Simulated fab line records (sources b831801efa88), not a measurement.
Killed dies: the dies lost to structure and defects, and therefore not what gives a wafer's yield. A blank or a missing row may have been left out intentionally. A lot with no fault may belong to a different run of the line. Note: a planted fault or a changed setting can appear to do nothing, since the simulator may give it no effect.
What tool caused it? | flow gf180mcu | Sampling: 14 lots, 42 wafers, 4 of 602 route steps

== WHAT THE GAUGES SHOWED, per wafer ==
GF_CONTACT_RS_MEAS_25: the measuring method here is four-point-probe.
lot  | measured     | on            | CONTACT_W_RS (ohm/sq)
L871 | day 16 18:23 | film metro-02 | 0.413 0.410 0.414
L874 | day 17 17:27 | film metro-01 | 0.404 0.405 0.412
L875 | day 17 23:12 | film metro-03 | 0.392 0.406 0.408
L876 | day 18 12:19 | film metro-01 | 0.413 0.409 0.405
L879 | day 19 13:48 | film metro-03 | 0.418 0.416 0.409
L881 | day 20 07:25 | film metro-01 | 0.415 0.404 0.407
L882 | day 20 17:36 | film metro-03 | 0.414 0.411 0.409
L883 | day 21 04:20 | film metro-01 | 0.411 0.397 0.415
L885 | day 21 17:05 | film metro-02 | 0.397 0.414 0.396
L886 | day 22 01:32 | film metro-03 | 0.405 0.409 0.407
L887 | day 22 11:41 | film metro-01 | 0.423 0.418 0.415
L888 | day 22 16:07 | film metro-01 | 0.393 0.405 0.393
L892 | day 23 19:57 | film metro-01 | 0.404 0.409 0.414
L893 | day 24 05:36 | film metro-03 | 0.403 0.402 0.402

GF_V1_THK_MEAS_01.
lot  | measured     | on            | V1_CVD_00_THK (nm)
L871 | day 17 19:02 | film metro-04 | 629 621 638
L874 | day 18 19:08 | film metro-04 | 634 644 639
L875 | day 19 00:29 | film metro-01 | 607 616 617
L876 | day 19 14:07 | film metro-03 | 618 614 604
L879 | day 20 15:20 | film metro-01 | 609 621 614
L883 | day 22 05:47 | film metro-04 | 625 629 627
L885 | day 22 17:26 | film metro-01 | 623 616 623
L886 | day 23 02:14 | film metro-01 | 629 634 627
L887 | day 23 11:46 | film metro-01 | 621 627 612
L888 | day 23 16:02 | film metro-01 | 627 636 620
L892 | day 24 19:29 | film metro-01 | 621 613 616
L893 | day 25 04:36 | film metro-04 | 615 626 617

GF_V1_THK_MEAS_03.
lot  | measured     | on            | V1_CVD_02_THK (nm)
L871 | day 17 19:10 | film metro-03 | 851 868 863
L874 | day 18 19:16 | film metro-03 | 830 836 865
L875 | day 19 00:37 | film metro-03 | 860 831 868
L876 | day 19 14:15 | film metro-01 | 874 849 861
L879 | day 20 15:28 | film metro-04 | 870 859 878
L883 | day 22 05:55 | film metro-03 | 853 872 850
L885 | day 22 17:36 | film metro-04 | 845 848 857
L886 | day 23 02:25 | film metro-01 | 840 856 853
L887 | day 23 11:53 | film metro-03 | 850 847 851
L888 | day 23 16:10 | film metro-04 | 862 838 845
L892 | day 24 19:37 | film metro-04 | 857 868 866
L893 | day 25 04:44 | film metro-03 | 841 843 855

== WHICH TOOL RAN EACH LOT (tool, then ch and the chambers of the sampled wafers, then the start) ==
lot  | GF_M1_SPUTTER_03
L871 | pvd sputter-04, day 16 19:01
L874 | pvd sputter-02, day 17 18:05
L875 | pvd sputter-02, day 17 23:50
L876 | pvd sputter-03, day 18 12:55
L879 | pvd sputter-03, day 19 14:25
L881 | pvd sputter-04, day 20 08:02
L882 | pvd sputter-03, day 20 18:14
L883 | pvd sputter-04, day 21 04:58
L885 | pvd sputter-04, day 21 17:44
L886 | pvd sputter-04, day 22 02:10
L887 | pvd sputter-02, day 22 12:16
L888 | pvd sputter-03, day 22 16:45
L892 | pvd sputter-04, day 23 20:35
L893 | pvd sputter-04, day 24 06:13
- GF_M1_SPUTTER_03: material Ti, target thk 10 nm, time 6.7 s.

== WHAT THE TOOLS THEMSELVES READ (means of the sampled wafers that have a number; where no wafer has one, the mark that the record gives instead) ==
GF_M1_SPUTTER_03.
lot  | tool           | cathode dc power W (W) | chamber pressure pa (Pa) | throttle valve pct (%)
L871 | pvd sputter-04 | 2999.9                 | 0.2999                   | 29.9
L874 | pvd sputter-02 | 3000.2                 | 0.2996                   | 30.9
L875 | pvd sputter-02 | 2999.7                 | 0.3005                   | 30.6
L876 | pvd sputter-03 | 2999.8                 | 0.3000                   | 30.1
L879 | pvd sputter-03 | 2999.9                 | 0.3004                   | 29.7
L881 | pvd sputter-04 | -                      | -                        | -
L882 | pvd sputter-03 | -                      | -                        | -
L883 | pvd sputter-04 | 3000.5                 | 0.2995                   | 30.0
L885 | pvd sputter-04 | 3000.4                 | 0.3003                   | 28.9
L886 | pvd sputter-04 | 3000.2                 | 0.2999                   | 30.3
L887 | pvd sputter-02 | 3000.0                 | 0.3000                   | 31.1
L888 | pvd sputter-03 | 3000.3                 | 0.3005                   | 29.9
L892 | pvd sputter-04 | 3000.2                 | 0.2999                   | 29.1
L893 | pvd sputter-04 | 3000.7                 | 0.2996                   | 28.7

== THE ANSWER, worked out from the rows above alone ==
Rule: what is usual is taken from the lots themselves. The widest of any qualifying gaps counts: lots, ordered by their means at a reading, are off when they make up no more than a third of the lots, leave a main group of 4 or more, and stand apart from it by 3 or more times the standard deviation of that group's means. A main group is skipped when, at the precision printed for the reading in the tables above, its means are all equal. A lot without any number at a reading at which 4 lots or more have one is off too. All remaining lots with rows at the step are treated as sound. First the gauges in route order, then the tools' own readings, where a lot's mean is used as printed above. The first step at which some lot is off is used, and at that step the reading that is off furthest; a lot without a number counts as furthest.
Off: L881, L882 (GF_M1_SPUTTER_03, cathode dc power W). Without a number there: L881, L882. For the main group the mean is 3000.2 W and the standard deviation 0.29.
A tool fits if, at that step or a process step before it, it ran every lot that is off, and no sound lot after the first of them. Not one of the candidates tried fits.

== WHAT WAS PUT IN BY THE SIMULATOR ==
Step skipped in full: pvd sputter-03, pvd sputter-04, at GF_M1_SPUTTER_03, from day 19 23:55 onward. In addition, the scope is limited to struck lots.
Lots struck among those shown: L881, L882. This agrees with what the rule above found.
